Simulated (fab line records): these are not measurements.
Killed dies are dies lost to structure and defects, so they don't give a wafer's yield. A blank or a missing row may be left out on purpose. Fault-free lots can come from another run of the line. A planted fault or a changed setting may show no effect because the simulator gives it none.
Which tool is to blame? + flow gf180mcu + 6 lots with 18 wafers sampled at 2 steps, on a route of 602 steps

WHAT EACH GAUGE READ, for each wafer
GF_CONTACT_RS_MEAS_25: measures by four-point-probe.
| lot  | measured     | on            | CONTACT_W_RS (ohm/sq) |
|------|--------------|---------------|-----------------------|
| L578 | day 17 10:00 | film_metro-02 | 0.379 0.378 0.374     |
| L582 | day 18 18:48 | film_metro-01 | 0.384 0.385 0.381     |
| L584 | day 20 01:31 | film_metro-04 | 0.380 0.376 0.380     |
| L588 | day 21 13:59 | film_metro-02 | 0.380 0.389 0.382     |
| L595 | day 24 00:02 | film_metro-02 | 0.376 0.382 0.383     |
| L597 | day 24 08:27 | film_metro-01 | 0.380 0.382 0.379     |

EACH LOT AND THE TOOL THAT RAN IT (in order: tool; ch and the chambers of the sampled wafers; start)
| lot  | GF_CONTACT_ETCH_16                 |
|------|------------------------------------|
| L578 | rie_diel-02 ch 0,3, day 17 09:18   |
| L582 | rie_diel-03 ch 0,1, day 18 18:07   |
| L584 | rie_diel-04 ch 1,2, day 20 00:51   |
| L588 | rie_diel-03 ch 0,1,2, day 21 13:20 |
| L595 | rie_diel-03 ch 1,2,3, day 23 23:21 |
| L597 | rie_diel-02 ch 2,3, day 24 07:47   |
- GF_CONTACT_ETCH_16: etches BARC in N2/H2.

THE ANSWER, worked out from the rows above alone
Rule: what is usual is taken from the lots themselves. Put in order of their means at a reading, lots are off if they are a third of the lots or fewer, leave a main group of 4 or more, and stand apart from it by a gap of 3 or more times the standard deviation of the main group's means; of several such gaps the widest counts. The tables above print the reading to a certain number of digits; a main group whose means all agree to those digits is not used. A lot without any number at a reading at which 4 lots or more have one is off too. Where the step has rows for the other lots, those lots are counted as sound.
Across all readings shown, no lot is off: no conclusion can be drawn from this.

WHAT THE SIMULATOR PUT IN
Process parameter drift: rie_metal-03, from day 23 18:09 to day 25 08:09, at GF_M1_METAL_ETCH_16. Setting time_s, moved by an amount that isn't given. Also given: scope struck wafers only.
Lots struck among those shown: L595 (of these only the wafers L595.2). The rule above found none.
